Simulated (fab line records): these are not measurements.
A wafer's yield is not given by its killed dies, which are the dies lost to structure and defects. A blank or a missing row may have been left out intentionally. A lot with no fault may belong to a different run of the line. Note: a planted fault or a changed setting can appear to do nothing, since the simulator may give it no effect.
A lot that was struck, set against a sound lot / flow sky130 / 43 out of 708 route steps
Sound: the wafers L799.1, L799.4, L799.6. Wafers struck: L806.2, L806.3, L806.6. The cause comes at the end.
Per side, at each step with rows, come the tool, then ch with its chambers, and then its first start. Under that, the readings that differ: sound wafers / struck wafers / difference of the means / sigmas: that difference in standard deviations of wafers without a fault.
alike: readings with means less than 2 such deviations apart, plus words and numbers identical on both sides. not compared: withheld readings, readings lacking a value on some wafer, bounds such as >300 that could conceal the same value, and numbers that have no deviation in the record and whose values overlap.
Wherever a step has rows on one side only, a row that says differs or no value, or a row with sigmas, the two part there. When numbers do not overlap yet have no deviation, they are printed without sigmas and do not part them. A reading that every wafer of one side lacks parts them only if that side has two wafers or more.

first, 1 step without rows for these wafers: SKY_METAL2_DEVELOP_14 (develop time 60 s).
SKY_METAL2_CD_MEAS_15: the cd target is 140 nm.
  sound on cd_sem-02, day 36 20:42; struck on cd_sem-01, day 38 19:58
  alike: cd_nm
SKY_METAL2_OVL_MEAS_16:
  sound on overlay-02, day 36 20:49; struck on overlay-01, day 38 20:04
  alike: METAL2_OVL
then, 2 steps without rows for these wafers: SKY_METAL2_DESCUM_17 (chemistry O2, time 8 s); SKY_METAL2_ETCH_18 (etches BARC in N2/H2, stops on SiO2, time 45.9 s, target depth 60 nm).
SKY_METAL2_METAL_ETCH_19: etches the open film in Cl2/BCl3, stops on SiO2, target depth 360 nm, time 78 s.
  sound on rie_metal-04 ch 1, day 36 20:57; struck on rie_metal-01 ch 0, day 38 20:19
reading=drypump_motor_current_A (A); sound=5.8 5.8 5.8; struck=4.9 4.8 4.9; difference=-0.9; sigmas=-3
  alike: chamber_pressure_mTorr, oes_product_au, rf_fwd_power_W, throttle_valve_pct
  not compared: rf_hours_counter_h
SKY_METAL2_STRIP_20: strips in O2/N2.
  sound on plasma_asher-01 ch 0,1, day 36 21:02; struck on plasma_asher-03 ch 0,1, day 38 20:28
  alike: chamber_pressure_mTorr, drypump_motor_current_A, oes_product_au, strip_time_to_endpoint_s
  not compared: rf_hours_counter_h
then, 4 steps without rows for these wafers: SKY_METAL2_STRIP_21 (strips in post etch residue remover, time 1200 s); SKY_METAL2_CLEAN_22 (cleans in IPA, time 180 s); SKY_METAL2_CLEAN_23 (cleans in O3/DIW); SKY_VIA2_HDPCVD_00 (deposits SiO2, target thk 1180 nm, time 196.7 s).
SKY_VIA2_THK_MEAS_01:
  sound on film_metro-01, day 36 21:46; struck on film_metro-02, day 38 21:12
  alike: VIA2_HDPCVD_THK
SKY_VIA2_CMP_02: polishes SiO2.
  sound on cmp-02 ch 1,2,3, day 36 21:55; struck on cmp-01 ch 1,2, day 38 21:15
  alike: motor_current_A
SKY_VIA2_BOW_MEAS_03:
  sound on film_metro-02, day 36 22:07; struck on film_metro-01, day 38 21:34
  alike: VIA2_BOW
then, 8 steps without rows for these wafers: SKY_VIA2_DEHYDRATE_04 (time 60 s); SKY_VIA2_HMDS_05 (prime time 60 s); SKY_VIA2_COAT_06 (resist thk 60 nm); SKY_VIA2_COAT_07 (resist thk 450 nm); SKY_VIA2_SOFTBAKE_08 (time 90 s); SKY_VIA2_EXPOSE_09 (exposes mask VIM2, target cd 200 nm); SKY_VIA2_PEB_10; SKY_VIA2_DEVELOP_11 (develop time 60 s).
SKY_VIA2_CD_MEAS_12: the cd target is 200 nm.
  sound on cd_sem-02, day 37 23:57; struck on cd_sem-01, day 39 22:10
  alike: cd_nm
SKY_VIA2_OVL_MEAS_13:
  sound on overlay-01, day 38 00:04; struck on overlay-02, day 39 22:16
reading=VIA2_OVL (nm); sound=14 6 5; struck=-5 1 -6; difference=-12; sigmas=-2
then, 6 steps without rows for these wafers: SKY_VIA2_ETCH_14 (etches BARC in N2/H2, stops on SiO2, time 45.9 s, target depth 60 nm); SKY_VIA2_ETCH_15 (etches SiO2 in C4F8/O2/Ar, stops on TiN, target depth 546 nm, time 85.76 s); SKY_VIA2_STRIP_16 (strips in O2/N2); SKY_VIA2_STRIP_17 (strips in post etch residue remover, time 1200 s); SKY_VIA2_CLEAN_18 (cleans in IPA, time 180 s); SKY_VIA2_CLEAN_19 (cleans in O3/DIW).
SKY_VIA2_SPUTTER_20: material TiN, target thk 20 nm, time 80 s.
  sound on pvd_sputter-03, day 38 00:48; struck on pvd_sputter-04, day 39 23:02
  alike: throttle_valve_pct
SKY_VIA2_CVD_21: deposits W, target thk 420 nm, time 126.4 s.
  sound on cvd_w-02 ch 0,1, day 38 00:52; struck on cvd_w-02 ch 1, day 39 23:06
  alike: heater_power_w
SKY_VIA2_RS_MEAS_22: the measuring method here is four-point-probe.
  sound on film_metro-02, day 38 00:59; struck on film_metro-02, day 39 23:15
  alike: VIA2_W_RS
SKY_VIA2_THK_MEAS_23: measures by xrf.
  sound on film_metro-02, day 38 01:07; struck on film_metro-02, day 39 23:22
  alike: VIA2_W_THK
then, 4 steps without rows for these wafers: SKY_VIA2_CMP_24 (polishes, stops on SiO2, t overpolish 20 s, target thk 0 nm); SKY_METAL3_SPUTTER_00 (material Ti, target thk 15 nm, time 10 s); SKY_METAL3_SPUTTER_01 (material TiN, target thk 20 nm, time 16.7 s); SKY_METAL3_SPUTTER_02 (material AlCu, target thk 735 nm, time 39.1 s).
SKY_METAL3_SPUTTER_03: material Ti, target thk 5 nm, time 3.3 s.
  sound on pvd_sputter-04, day 38 01:34; struck on pvd_sputter-01, day 39 23:47
  alike: throttle_valve_pct
then, 2 steps without rows for these wafers: SKY_METAL3_SPUTTER_04 (material TiN, target thk 70 nm, time 58.3 s); SKY_CAPM_CVD_00 (deposits SiO2, target thk 15.5 nm).
SKY_CAPM_THK_MEAS_01:
  sound on film_metro-03, day 38 01:39; struck on film_metro-03, day 39 23:53
  alike: CAPM_CVD_00_THK
-- the record jumps here: 9 days lie between the struck wafers' starts before and after (it left off in module CAPM and takes up again in module PAD_OPEN, whose first step shown is number 708 of the route) --
SKY_PAD_OPEN_PROBE_99:
  sound on prober-01, day 47 01:22; struck on prober-01, day 48 15:31
reading=hold; sound=- - -; struck=await_dispo/5.8h/release await_dispo/5.8h/release await_dispo/5.8h/release; difference=no value on the sound wafers; sigmas=
reading=model.etest.tester.sort_n_pass; sound=412 402 397; struck=249 276 282; difference=-135; sigmas=
reading=model.etest.tester.sort_yield_pct (%); sound=83.74 81.71 80.69; struck=50.61 56.1 57.32; difference=-27.37; sigmas=
reading=model.etest.tester.sort_bin_5_pct (%); sound=8.537 10.37 11.79; struck=30.89 27.03 26.42; difference=+17.88; sigmas=
reading=model.etest.tester.sort_bin_6_pct (%); sound=7.724 6.504 6.504; struck=15.24 13.62 14.23; difference=+7.45; sigmas=
reading=model.etest.tester.sort_bin_3_pct (%); sound=0 1.423 1.016; struck=3.252 3.252 2.033; difference=+2.033; sigmas=

## WHERE THEY PART
Last at SKY_PAD_OPEN_PROBE_99 as far as this record goes, first at SKY_METAL2_METAL_ETCH_19.

WHY: what the simulator had put in
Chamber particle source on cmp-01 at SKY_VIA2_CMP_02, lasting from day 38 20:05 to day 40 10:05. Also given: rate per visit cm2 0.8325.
